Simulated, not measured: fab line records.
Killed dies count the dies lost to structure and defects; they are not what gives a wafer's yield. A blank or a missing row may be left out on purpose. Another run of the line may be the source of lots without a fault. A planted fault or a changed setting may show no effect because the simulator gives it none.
Problem report in the 8D (eight disciplines) form, filled by code -- flow sky130 -- the parts of the form that need people (team, actions taken, sign-off) are left out

== 1. WHAT IS WRONG ==
DNWELL_TW at SKY_DNWELL_TW_MEAS_09 reads a mean of 30 on 6 wafers of 2 lots; wafers without a fault read 1115 with a standard deviation of 8.4. So: -99 or more standard deviations from the usual mean.
Earliest sighting: wafer L488.1 on film_metro-01 at day 5 18:59. The record holds 42 wafers of 14 lots with a number at this step. By rule, "out" or "out of limits" means more than 4 standard deviations away from the usual mean. The other wafers with a number count as sound.

== 2. WHAT IT IS, AND WHAT IT ISN'T ==
question,is,is not
which readings at this step,DNWELL_TW,-
which lots,"L488, L491","L480, L484, L485, L489, L490, L492, L497, L498, L499, L500, L501, L502"
which wafers of those lots,all that have a number,-
read on which gauges,film_metro-01,"film_metro-02, film_metro-03"
when,from day 5 18:59,"up to then (15 sound wafers); but 21 sound wafers of L492, L497, L498, L499, L500, L501, L502 came after"

== 3. SUSPECTS, AND WHAT RULES EACH OUT ==
Counting: a tool at a process step up to the reading stays a suspect if it ran every lot that is out and no sound lot after the first of them.
- the gauge at SKY_DNWELL_TW_MEAS_09: kept. All the wafers that are out were read on film_metro-01, and no step on other tools shows them out.
- iline_stepper-01 at SKY_DNWELL_EXPOSE_04 (exposes mask DNM, target cd 3000 nm): ruled out as a lasting fault. The sound lots L492, L497, L501, L502 went through it after L488, its earliest lot that is out (day 5 10:31).
Left after counting: film_metro-01 at SKY_DNWELL_TW_MEAS_09.

== 4. THE CAUSE (what the simulator had put in) ==
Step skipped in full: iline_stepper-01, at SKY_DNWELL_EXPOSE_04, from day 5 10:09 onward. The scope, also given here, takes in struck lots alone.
It was ruled out by counting, in error; the rule expects a fault to strike all lots run on its tool from its start on, and this fault did not.

== 5. THE CHAIN OF EFFECTS, in route order ==
Each row: a reading whose mean over the struck wafers that have a number lies more than 3 standard deviations from the usual. Readings are gone through only where the record gives a usual standard deviation; hours: the median, over the lots, of the time from a lot's start at the first step in this table giving one to that lot's start at this step; sigmas: the change measured in usual standard deviations.
hours,step,reading,usual,on struck wafers,change,sigmas
0,SKY_DNWELL_TW_MEAS_09,DNWELL_TW,1115,30,-1085,-99 or more
Readings that are blank on the struck wafers while sound wafers have them: exposure_dose_mJ_cm2 at SKY_DNWELL_EXPOSE_04; focus_offset_nm at SKY_DNWELL_EXPOSE_04.
Later steps that measure or inspect, where all struck wafers having a row at the step show a number for every such reading and not one has moved that far: SKY_VT_ADJUST_LVTN_OVL_MEAS_18, SKY_VT_ADJUST_NCORE_TW_MEAS_11.

== 6. WHAT WOULD HAVE CAUGHT IT SOONER ==
9 hours passed between the start of the fault at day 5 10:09 and the first reading out of limits at a measuring or inspecting step in this record, taken at day 5 18:59.
At SKY_DNWELL_EXPOSE_04 the tool's readings are blank on the struck wafers, where sound wafers have them: an empty tool record is the first sign, and it was there at once.
